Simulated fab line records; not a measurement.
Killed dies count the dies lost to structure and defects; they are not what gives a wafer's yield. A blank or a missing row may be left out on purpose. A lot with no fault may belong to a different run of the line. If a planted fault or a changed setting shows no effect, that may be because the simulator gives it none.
Which tool did it? | flow gf180mcu | Sampling: 14 lots, 42 wafers, 6 of 602 route steps

== WHAT THE GAUGES SHOWED, per wafer ==
No reading from a measuring or inspecting step in the record can be judged against a usual standard deviation.

== WHICH TOOL RAN EACH LOT (tool, then ch and the chambers of the sampled wafers, then the start) ==
lot  | GF_M2_SPUTTER_03            | GF_M2_STRIP_17                      | GF_V2_ETCH_16                     | GF_V2_ETCH_17                                | GF_V2_STRIP_18                      | GF_M3_SPUTTER_00
L352 | pvdSputter-04, day 18 03:32 | plasmaAsher-02 ch 0,1, day 19 03:48 | rieDiel-02 ch 0,2,3, day 20 05:21 | rieDiel-02 ch 0,2,3, day 20 05:29 or earlier | plasmaAsher-02 ch 0,1, day 20 05:29 | pvdSputter-02, day 20 06:43
L353 | pvdSputter-04, day 18 08:43 | plasmaAsher-02 ch 0,1, day 19 08:44 | rieDiel-01 ch 0,2, day 20 10:36   | rieDiel-01 ch 0,2, day 20 10:46 or earlier   | plasmaAsher-03 ch 0,1, day 20 10:46 | pvdSputter-01, day 20 11:57
L354 | pvdSputter-04, day 18 20:29 | plasmaAsher-01 ch 0,1, day 19 21:09 | rieDiel-03 ch 1,2,3, day 20 22:42 | rieDiel-03 ch 1,2,3, day 20 22:50 or earlier | plasmaAsher-03 ch 0,1, day 20 22:50 | pvdSputter-01, day 21 00:04
L355 | pvdSputter-03, day 19 12:19 | plasmaAsher-01 ch 0,1, day 20 12:44 | rieDiel-01 ch 0,1,2, day 21 14:32 | rieDiel-01 ch 0,1,2, day 21 14:40 or earlier | plasmaAsher-03 ch 0,1, day 21 14:40 | pvdSputter-04, day 21 15:54
L357 | pvdSputter-04, day 20 02:48 | plasmaAsher-02 ch 0,1, day 21 02:52 | rieDiel-01 ch 1,2, day 22 03:23   | rieDiel-01 ch 1,2, day 22 03:31 or earlier   | plasmaAsher-02 ch 0,1, day 22 03:31 | pvdSputter-02, day 22 04:46
L358 | pvdSputter-04, day 20 16:28 | plasmaAsher-01 ch 0,1, day 21 16:11 | rieDiel-03 ch 1,2,3, day 22 17:08 | rieDiel-03 ch 1,2,3, day 22 17:16 or earlier | plasmaAsher-03 ch 0,1, day 22 17:16 | pvdSputter-02, day 22 18:30
L360 | pvdSputter-04, day 21 10:16 | plasmaAsher-02 ch 0,1, day 22 10:43 | rieDiel-01 ch 1,2,3, day 23 11:18 | rieDiel-01 ch 1,2,3, day 23 11:28 or earlier | plasmaAsher-04 ch 0,1, day 23 11:28 | pvdSputter-02, day 23 12:39
L361 | pvdSputter-04, day 21 17:22 | plasmaAsher-01 ch 0,1, day 22 17:43 | rieDiel-02 ch 1,2,3, day 23 17:59 | rieDiel-02 ch 1,2,3, day 23 18:07 or earlier | plasmaAsher-03 ch 0,1, day 23 18:07 | pvdSputter-04, day 23 19:22
L362 | pvdSputter-03, day 22 00:44 | plasmaAsher-01 ch 0, day 23 00:18   | rieDiel-01 ch 1,2,3, day 23 23:30 | rieDiel-01 ch 1,2,3, day 23 23:38 or earlier | plasmaAsher-03 ch 0,1, day 23 23:38 | pvdSputter-04, day 24 00:51
L366 | pvdSputter-03, day 23 04:56 | plasmaAsher-01 ch 0,1, day 24 04:06 | rieDiel-03 ch 2,3, day 25 03:35   | rieDiel-03 ch 2,3, day 25 03:43 or earlier   | plasmaAsher-02 ch 0,1, day 25 03:43 | pvdSputter-01, day 25 05:00
L368 | pvdSputter-04, day 24 02:48 | plasmaAsher-01 ch 0,1, day 25 00:43 | rieDiel-02 ch 0,2, day 25 22:56   | rieDiel-02 ch 0,2, day 25 23:04 or earlier   | plasmaAsher-02 ch 0,1, day 25 23:04 | pvdSputter-04, day 26 01:22
L369 | pvdSputter-02, day 24 08:38 | plasmaAsher-02 ch 0,1, day 25 06:13 | rieDiel-02 ch 0,1,3, day 26 04:44 | rieDiel-02 ch 0,1,3, day 26 04:52 or earlier | plasmaAsher-03 ch 0,1, day 26 04:52 | -
L370 | pvdSputter-03, day 24 14:31 | plasmaAsher-04 ch 0,1, day 25 12:28 | rieDiel-02 ch 0,1, day 26 09:17   | rieDiel-02 ch 0,1, day 26 09:27 or earlier   | plasmaAsher-02 ch 0,1, day 26 09:27 | -
L373 | pvdSputter-03, day 25 15:04 | plasmaAsher-01 ch 1, day 26 12:10   | rieDiel-01 ch 0,1,3, day 27 09:29 | rieDiel-01 ch 0,1,3, day 27 09:37 or earlier | plasmaAsher-03 ch 0,1, day 27 09:37 | pvdSputter-02, day 27 10:51
- GF_M2_SPUTTER_03: material Ti, target thk 10 nm, time 6.7 s.
- GF_M2_STRIP_17: strips in O2/N2.
- GF_V2_ETCH_16: etches BARC in N2/H2.
- GF_V2_ETCH_17: etches SiO2 in C4F8/O2/Ar, stops on TiN, target depth 630 nm.
- GF_V2_STRIP_18: strips in O2/N2.
- GF_M3_SPUTTER_00: material Ti, target thk 37.5 nm, time 150 s.

== WHAT THE TOOLS THEMSELVES READ (means of the sampled wafers that have a number; where no wafer has one, the mark that the record gives instead) ==
GF_M2_SPUTTER_03. Usual: 30.1 % for throttleValvePct, sd 1.
lot  | tool          | throttleValvePct (%) | flag
L352 | pvdSputter-04 | 29.4                 | 
L353 | pvdSputter-04 | 30.2                 | 
L354 | pvdSputter-04 | 30.0                 | 
L355 | pvdSputter-03 | 30.7                 | 
L357 | pvdSputter-04 | 30.1                 | 
L358 | pvdSputter-04 | 30.2                 | 
L360 | pvdSputter-04 | 29.6                 | 
L361 | pvdSputter-04 | 30.2                 | 
L362 | pvdSputter-03 | 30.3                 | 
L366 | pvdSputter-03 | 30.7                 | 
L368 | pvdSputter-04 | 30.6                 | 
L369 | pvdSputter-02 | 30.3                 | 
L370 | pvdSputter-03 | 30.5                 | 
L373 | pvdSputter-03 | 29.4                 | 

GF_M2_STRIP_17. Usual: drypumpMotorCurrentA 5.7 A, standard deviation 0.58; heaterPowerW 326 W, standard deviation 20; oesProductAu 0.558 a.u., standard deviation 0.005; stripTimeToEndpointS 7.90 s, standard deviation 0.041.
lot  | tool           | drypumpMotorCurrentA (A) | heaterPowerW (W) | oesProductAu (a.u.) | stripTimeToEndpointS (s) | flag
L352 | plasmaAsher-02 | 6.4                      | 314              | 0.558               | 7.91                     | 
L353 | plasmaAsher-02 | 6.4                      | 312              | 0.551               | 7.88                     | 
L354 | plasmaAsher-01 | 5.2                      | 337              | 0.556               | 7.88                     | 
L355 | plasmaAsher-01 | 5.2                      | 324              | 0.559               | 7.85                     | 
L357 | plasmaAsher-02 | 6.4                      | 314              | 0.560               | 7.91                     | 
L358 | plasmaAsher-01 | 5.2                      | 326              | 0.565               | 7.91                     | 
L360 | plasmaAsher-02 | 6.2                      | 303              | 0.557               | 7.88                     | 
L361 | plasmaAsher-01 | 5.2                      | 325              | 0.565               | 7.97                     | 
L362 | plasmaAsher-01 | 5.1                      | 342              | 0.556               | 7.86                     | 
L366 | plasmaAsher-01 | 5.2                      | 332              | 0.557               | 7.88                     | 
L368 | plasmaAsher-01 | 5.2                      | 335              | 0.558               | 7.94                     | 
L369 | plasmaAsher-02 | 6.2                      | 304              | 0.557               | 7.86                     | 
L370 | plasmaAsher-04 | 5.6                      | 352              | 0.556               | 7.90                     | 
L373 | plasmaAsher-01 | 5.3                      | 315              | 0.563               | 7.94                     | 

GF_V2_ETCH_16. Usual: biasW 100.0 W, standard deviation 0.32; chamberPressureMTorr 30.000 mTorr, standard deviation 0.027; drypumpMotorCurrentA 5.8 A, standard deviation 0.44; oesProductAu 0.855 a.u., standard deviation 0.005; throttleValvePct 13.224 %, standard deviation 0.0095.
lot  | tool       | biasW (W) | chamberPressureMTorr (mTorr) | drypumpMotorCurrentA (A) | oesProductAu (a.u.) | throttleValvePct (%) | flag
L352 | rieDiel-02 | 99.9      | 29.983                       | 5.9                      | 0.858               | 13.234               | 
L353 | rieDiel-01 | 99.8      | 30.002                       | 5.4                      | 0.855               | 13.224               | 
L354 | rieDiel-03 | 99.6      | 29.977                       | 6.0                      | 0.856               | 13.218               | 
L355 | rieDiel-01 | 100.2     | 29.988                       | 5.5                      | 0.857               | 13.217               | 
L357 | rieDiel-01 | 100.0     | 30.022                       | 5.8                      | 0.857               | 13.228               | 
L358 | rieDiel-03 | 99.7      | 30.010                       | 6.1                      | 0.855               | 13.221               | 
L360 | rieDiel-01 | 100.5     | 29.993                       | 5.7                      | 0.854               | 13.220               | 
L361 | rieDiel-02 | 100.1     | 30.014                       | 6.1                      | 0.853               | 13.224               | 
L362 | rieDiel-01 | 100.2     | 29.990                       | 5.7                      | 0.859               | 13.223               | 
L366 | rieDiel-03 | 100.3     | 29.988                       | 6.2                      | 0.852               | 13.221               | 
L368 | rieDiel-02 | 100.1     | 29.993                       | 5.9                      | 0.848               | 13.227               | 
L369 | rieDiel-02 | -         | -                            | -                        | -                   | -                    | OFF
L370 | rieDiel-02 | -         | -                            | -                        | -                   | -                    | OFF
L373 | rieDiel-01 | 100.4     | 30.010                       | 5.4                      | 0.861               | 13.226               | 

GF_V2_ETCH_17. Usual: biasW 1200 W, standard deviation 3.7; chamberPressureMTorr 39.99 mTorr, standard deviation 0.042; oesProductAu 0.855 a.u., standard deviation 0.0051.
lot  | tool       | biasW (W) | chamberPressureMTorr (mTorr) | oesProductAu (a.u.) | flag
L352 | rieDiel-02 | 1198      | 40.05                        | 0.853               | 
L353 | rieDiel-01 | 1199      | 39.94                        | 0.851               | 
L354 | rieDiel-03 | 1196      | 40.03                        | 0.853               | 
L355 | rieDiel-01 | 1198      | 39.99                        | 0.854               | 
L357 | rieDiel-01 | 1201      | 40.01                        | 0.858               | 
L358 | rieDiel-03 | 1197      | 40.01                        | 0.851               | 
L360 | rieDiel-01 | 1199      | 40.02                        | 0.860               | 
L361 | rieDiel-02 | 1201      | 39.99                        | 0.856               | 
L362 | rieDiel-01 | 1204      | 40.00                        | 0.850               | 
L366 | rieDiel-03 | 1203      | 39.98                        | 0.853               | 
L368 | rieDiel-02 | 1200      | 39.95                        | 0.854               | 
L369 | rieDiel-02 | 1196      | 39.97                        | 0.370               | OFF
L370 | rieDiel-02 | 1203      | 40.00                        | 0.381               | OFF
L373 | rieDiel-01 | 1200      | 40.02                        | 0.863               | 

GF_V2_STRIP_18. Usual: drypumpMotorCurrentA 5.7 A, standard deviation 0.54; heaterPowerW 321 W, standard deviation 19; oesProductAu 0.594 a.u., standard deviation 0.0047.
lot  | tool           | drypumpMotorCurrentA (A) | heaterPowerW (W) | oesProductAu (a.u.) | flag
L352 | plasmaAsher-02 | 6.2                      | 304              | 0.592               | 
L353 | plasmaAsher-03 | 5.3                      | 317              | 0.592               | 
L354 | plasmaAsher-03 | 5.3                      | 323              | 0.591               | 
L355 | plasmaAsher-03 | 5.3                      | 318              | 0.586               | 
L357 | plasmaAsher-02 | 6.2                      | 302              | 0.599               | 
L358 | plasmaAsher-03 | 5.3                      | 316              | 0.588               | 
L360 | plasmaAsher-04 | 5.6                      | 350              | 0.593               | 
L361 | plasmaAsher-03 | 5.3                      | 316              | 0.595               | 
L362 | plasmaAsher-03 | 5.3                      | 311              | 0.592               | 
L366 | plasmaAsher-02 | 6.4                      | 315              | 0.593               | 
L368 | plasmaAsher-02 | 6.2                      | 307              | 0.596               | 
L369 | plasmaAsher-03 | 5.3                      | 320              | 0.612               | OFF
L370 | plasmaAsher-02 | 6.4                      | 312              | 0.607               | 
L373 | plasmaAsher-03 | 5.3                      | 313              | 0.591               | 

GF_M3_SPUTTER_00. Usual: 30.3 % for throttleValvePct, sd 0.86.
lot  | tool          | throttleValvePct (%) | flag
L352 | pvdSputter-02 | 30.3                 | 
L353 | pvdSputter-01 | 30.7                 | 
L354 | pvdSputter-01 | 30.8                 | 
L355 | pvdSputter-04 | 30.3                 | 
L357 | pvdSputter-02 | 30.1                 | 
L358 | pvdSputter-02 | 30.4                 | 
L360 | pvdSputter-02 | 30.6                 | 
L361 | pvdSputter-04 | 30.1                 | 
L362 | pvdSputter-04 | 29.8                 | 
L366 | pvdSputter-01 | 30.6                 | 
L368 | pvdSputter-04 | 30.0                 | 
L373 | pvdSputter-02 | 29.4                 | 

== THE ANSWER, worked out from the rows above alone ==
Rule: take the mean of a lot's wafers that have a number; if it is more than 3 standard deviations from the usual mean, the lot is off. Also off: a lot with no number at a reading for which 4 or more lots have one. Any other lot the step has rows for is counted as sound. The gauges are gone through in route order, then the tools' own readings, and for those a lot's mean is taken as printed above. At the first step where some lot is off, the reading lying furthest off is the one used; lots without a number count as furthest.
Off at GF_V2_ETCH_16 (biasW): L369, L370. Without a number there: L369, L370.
If a tool, at that step or one of the process steps before it, ran each lot that is off and ran no sound lot following the first of them, it fits. One fits: rieDiel-02 at GF_V2_ETCH_16. Its last sound lot is L368 (day 25 22:56), its first lot that is off L369 (day 26 04:44): a fault that began between those two fits.
Blank at GF_V2_ETCH_16 on the lots that are off, where sound lots have numbers: biasW, chamberPressureMTorr, drypumpMotorCurrentA, oesProductAu, throttleValvePct.

== WHAT HAD BEEN PUT IN BY THE SIMULATOR ==
At GF_V2_ETCH_16, the step was skipped entirely on rieDiel-02 from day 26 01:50 on. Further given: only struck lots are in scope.
Shown lots that were struck: L369, L370. The rule above reached the same finding.
